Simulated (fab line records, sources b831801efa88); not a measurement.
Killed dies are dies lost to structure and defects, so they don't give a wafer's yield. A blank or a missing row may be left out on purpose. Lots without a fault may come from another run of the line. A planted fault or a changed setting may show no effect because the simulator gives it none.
Chamber matching | flow sky130 | SKY_LI_CONTACT_ETCH_14 on rie_diel-02: 4 sister chambers
The step etches BARC in N2/H2, stops on SiO2, time 45.9 s, target depth 60 nm. 4 wafers are shown with their chamber, then 7 later ones without.

WAFERS WITH THEIR CHAMBER
wafer  | chamber | drypump_motor_current_A (A)
L550.1 | 3       | 5.9
L550.2 | 2       | 5.2
L555.1 | 1       | 5.0
L555.3 | 0       | 5.0

WAFERS WITHOUT THEIR CHAMBER
wafer  | drypump_motor_current_A (A)
L555.6 | 5.0
L561.2 | 5.2
L561.5 | 6.0
L561.6 | 5.2
L562.3 | 5.2
L562.4 | 5.9
L562.5 | 5.0

WHICH CHAMBER EACH WENT THROUGH
wafer  | from the rows above     | in truth
L555.6 | can't be placed: 0 or 1 | 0
L561.2 | 2                       | 2
L561.5 | 3                       | 3
L561.6 | 2                       | 2
L562.3 | 2                       | 2
L562.4 | 3                       | 3
L562.5 | can't be placed: 0 or 1 | 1
Placed correctly: 5 of 7. Can't be placed from these rows: 2 (the true chamber is among the candidates in 2). Placed wrongly: 0.
How it was worked out, from the rows above alone: a wafer's distance from a chamber is the root of the sum, over the readings, of the square of ((its reading less the chamber's mean) divided by the reading's scatter). The wafer belongs to the nearest chamber; if the next one is less than 2 further off, it can't be placed. A chamber's mean is the mean of its shown wafers. The scatter: with one shown wafer a chamber, the root of the mean of the squares of how far each hidden wafer lies from its nearest shown one.
